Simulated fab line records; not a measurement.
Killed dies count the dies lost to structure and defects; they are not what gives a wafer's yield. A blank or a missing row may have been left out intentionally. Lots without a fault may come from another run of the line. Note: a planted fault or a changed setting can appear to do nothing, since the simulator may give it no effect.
Which tool did it? / flow gf180mcu / Sampling: 13 lots, 39 wafers, 4 of 602 route steps

## WHAT THE GAUGES READ, wafer by wafer
GF_STI_THK_MEAS_02.
lot=L659; measured=day 1 11:31; on=film-metro-04; STI_OXIDATION_THK (nm)=10.17 10.08 10.19
lot=L660; measured=day 1 16:31; on=film-metro-03; STI_OXIDATION_THK (nm)=9.88 9.93 9.94
lot=L662; measured=day 2 02:31; on=film-metro-01; STI_OXIDATION_THK (nm)=9.91 9.75 9.93
lot=L664; measured=day 2 12:31; on=film-metro-03; STI_OXIDATION_THK (nm)=9.96 10.00 10.00
lot=L665; measured=day 2 20:28; on=film-metro-04; STI_OXIDATION_THK (nm)=9.88 9.90 9.94
lot=L668; measured=day 3 08:32; on=film-metro-03; STI_OXIDATION_THK (nm)=10.15 9.97 9.96
lot=L669; measured=day 3 13:31; on=film-metro-01; STI_OXIDATION_THK (nm)=9.93 9.88 9.92
lot=L671; measured=day 4 00:21; on=film-metro-04; STI_OXIDATION_THK (nm)=10.12 10.08 10.10
lot=L672; measured=day 4 05:29; on=film-metro-04; STI_OXIDATION_THK (nm)=10.11 10.11 10.21
lot=L674; measured=day 4 16:23; on=film-metro-03; STI_OXIDATION_THK (nm)=9.94 9.85 9.87
lot=L675; measured=day 4 21:54; on=film-metro-03; STI_OXIDATION_THK (nm)=9.80 9.95 9.95
lot=L681; measured=day 6 01:32; on=film-metro-01; STI_OXIDATION_THK (nm)=10.21 10.11 9.98
lot=L682; measured=day 6 06:31; on=film-metro-01; STI_OXIDATION_THK (nm)=10.04 10.07 10.02

GF_DNWELL_TW_MEAS_09.
lot=L659; measured=day 2 19:39; on=film-metro-03; DNWELL_TW=1362 1360 1363
lot=L660; measured=day 3 00:33; on=film-metro-01; DNWELL_TW=1343 1336 1344
lot=L662; measured=day 3 15:17; on=film-metro-02; DNWELL_TW=1341 1342 1341
lot=L664; measured=day 3 20:56; on=film-metro-03; DNWELL_TW=1370 1367 1362
lot=L665; measured=day 4 06:28; on=film-metro-02; DNWELL_TW=1363 1360 1366
lot=L668; measured=day 4 18:22; on=film-metro-02; DNWELL_TW=1359 1358 1363
lot=L669; measured=day 5 00:25; on=film-metro-03; DNWELL_TW=1364 1362 1365
lot=L671; measured=day 5 13:24; on=film-metro-03; DNWELL_TW=1361 1360 1370
lot=L672; measured=day 5 17:40; on=film-metro-02; DNWELL_TW=1341 1345 1349
lot=L674; measured=day 6 04:02; on=film-metro-02; DNWELL_TW=1343 1345 1348
lot=L675; measured=day 6 09:46; on=film-metro-03; DNWELL_TW=1357 1361 1357
lot=L681; measured=day 7 18:10; on=film-metro-01; DNWELL_TW=1472 1481 1474
lot=L682; measured=day 7 22:01; on=film-metro-02; DNWELL_TW=1470 1470 1476

GF_VT_IMPLANT_OVL_MEAS_07.
lot=L659; measured=day 5 17:03; on=overlay-01; VT_IMPLANT_OVL (nm)=0.3 0.4 -0.8
lot=L660; measured=day 5 21:51; on=overlay-02; VT_IMPLANT_OVL (nm)=-0.4 0.1 -0.8
lot=L662; measured=day 6 15:26; on=overlay-01; VT_IMPLANT_OVL (nm)=-0.5 -0.6 -1.1
lot=L664; measured=day 6 22:14; on=overlay-01; VT_IMPLANT_OVL (nm)=-2.8 -1.0 -1.9
lot=L665; measured=day 7 09:23; on=overlay-02; VT_IMPLANT_OVL (nm)=-0.7 -2.3 -0.5
lot=L668; measured=day 7 22:54; on=overlay-02; VT_IMPLANT_OVL (nm)=-0.6 -0.8 -1.7
lot=L669; measured=day 8 05:50; on=overlay-02; VT_IMPLANT_OVL (nm)=0.3 -2.4 0.3
lot=L671; measured=day 8 21:29; on=overlay-02; VT_IMPLANT_OVL (nm)=-1.9 -4.4 -2.0
lot=L672; measured=day 9 01:59; on=overlay-01; VT_IMPLANT_OVL (nm)=-1.5 -0.9 -0.4
lot=L674; measured=day 9 14:02; on=overlay-02; VT_IMPLANT_OVL (nm)=-1.4 0.6 -2.2
lot=L675; measured=day 9 21:21; on=overlay-02; VT_IMPLANT_OVL (nm)=-1.9 -1.8 -1.9
lot=L681; measured=day 11 11:18; on=overlay-02; VT_IMPLANT_OVL (nm)=-0.6 1.2 -1.7
lot=L682; measured=day 11 15:37; on=overlay-01; VT_IMPLANT_OVL (nm)=2.0 -1.6 0.8

## EACH LOT AND THE TOOL THAT RAN IT (in order: tool; ch and the chambers of the sampled wafers; start)
lot=L659; GF_DNWELL_IMPLANT_07=implanter-03 ch 0, day 2 19:25
lot=L660; GF_DNWELL_IMPLANT_07=implanter-04 ch 0, day 3 00:19
lot=L662; GF_DNWELL_IMPLANT_07=implanter-01 ch 0, day 3 15:02
lot=L664; GF_DNWELL_IMPLANT_07=implanter-03 ch 0, day 3 20:41
lot=L665; GF_DNWELL_IMPLANT_07=implanter-03 ch 0, day 4 06:05
lot=L668; GF_DNWELL_IMPLANT_07=implanter-01 ch 0, day 4 18:08
lot=L669; GF_DNWELL_IMPLANT_07=implanter-04 ch 0, day 5 00:10
lot=L671; GF_DNWELL_IMPLANT_07=implanter-04 ch 0, day 5 13:10
lot=L672; GF_DNWELL_IMPLANT_07=implanter-01 ch 0, day 5 17:26
lot=L674; GF_DNWELL_IMPLANT_07=implanter-01 ch 0, day 6 03:49
lot=L675; GF_DNWELL_IMPLANT_07=implanter-01 ch 0, day 6 09:32
lot=L681; GF_DNWELL_IMPLANT_07=implanter-01 ch 0, day 7 17:56
lot=L682; GF_DNWELL_IMPLANT_07=implanter-01 ch 0, day 7 21:46
- GF_DNWELL_IMPLANT_07

## AS READ BY THE TOOLS THEMSELVES (means over the sampled wafers that have a number; for cases with no such wafer, the mark the record gives instead)
GF_DNWELL_IMPLANT_07.
lot=L659; tool=implanter-03; beam-on-s (s)=9.82; end-station-pressure-torr (Torr)=5.08e-06; faraday-current-uA=57.4
lot=L660; tool=implanter-04; beam-on-s (s)=10.00; end-station-pressure-torr (Torr)=5.02e-06; faraday-current-uA=56.4
lot=L662; tool=implanter-01; beam-on-s (s)=9.79; end-station-pressure-torr (Torr)=5.22e-06; faraday-current-uA=57.6
lot=L664; tool=implanter-03; beam-on-s (s)=10.22; end-station-pressure-torr (Torr)=5.00e-06; faraday-current-uA=55.3
lot=L665; tool=implanter-03; beam-on-s (s)=10.16; end-station-pressure-torr (Torr)=4.88e-06; faraday-current-uA=55.5
lot=L668; tool=implanter-01; beam-on-s (s)=9.93; end-station-pressure-torr (Torr)=4.87e-06; faraday-current-uA=57.0
lot=L669; tool=implanter-04; beam-on-s (s)=9.84; end-station-pressure-torr (Torr)=4.73e-06; faraday-current-uA=57.3
lot=L671; tool=implanter-04; beam-on-s (s)=10.12; end-station-pressure-torr (Torr)=5.07e-06; faraday-current-uA=55.7
lot=L672; tool=implanter-01; beam-on-s (s)=10.27; end-station-pressure-torr (Torr)=5.00e-06; faraday-current-uA=55.1
lot=L674; tool=implanter-01; beam-on-s (s)=9.95; end-station-pressure-torr (Torr)=4.98e-06; faraday-current-uA=56.6
lot=L675; tool=implanter-01; beam-on-s (s)=9.99; end-station-pressure-torr (Torr)=4.95e-06; faraday-current-uA=56.4
lot=L681; tool=implanter-01; beam-on-s (s)=13.51; end-station-pressure-torr (Torr)=4.89e-06; faraday-current-uA=41.7
lot=L682; tool=implanter-01; beam-on-s (s)=13.42; end-station-pressure-torr (Torr)=5.32e-06; faraday-current-uA=42.1

## THE ANSWER, worked out from the rows above alone
Rule: the usual values come from the lots themselves. Put in order of their means at a reading, lots are off if they are a third of the lots or fewer, leave a main group of 4 or more, and stand apart from it by a gap of 3 or more times the standard deviation of the main group's means; of several such gaps the widest counts. A main group is skipped when, at the precision printed for the reading in the tables above, its means are all equal. A lot without any number at a reading at which 4 lots or more have one is off too. Where the step has rows for the other lots, those lots are counted as sound. The gauges are gone through in route order, then the tools' own readings, and for those a lot's mean is taken as printed above. The first step at which some lot is off is used, and at that step the reading that is off furthest; a lot without a number counts as furthest.
Off: L681, L682, at GF_DNWELL_TW_MEAS_09 (DNWELL_TW). The main group has a mean of 1355 with a standard deviation of 9.5.
If a tool, at a process step before that reading, ran all the lots that are off and no sound lot after the first of them, it fits. Not tried: the gauges at GF_DNWELL_TW_MEAS_09; whatever is off there is also off at GF_DNWELL_IMPLANT_07, on other tools, and gauge error can't account for it. One candidate fits, namely implanter-01 at GF_DNWELL_IMPLANT_07. Its last sound lot is L675 (day 6 09:32), its first lot that is off L681 (day 7 17:56): a fault that began between those two fits.
The tool's own readings at GF_DNWELL_IMPLANT_07 bear it out: on the lots that are off they differ by more than 5 times the standard deviation of the sound lots' means. beam-on-s reads 13.46 s there against 10.01 s on the sound lots; faraday-current-uA reads 41.9 there against 56.4 on the sound lots.

## WHAT THE SIMULATOR HAD PUT IN
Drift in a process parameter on implanter-01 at GF_DNWELL_IMPLANT_07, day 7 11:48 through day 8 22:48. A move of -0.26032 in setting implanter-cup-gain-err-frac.
Struck lots among those shown: L681, L682. The rule above found the same.
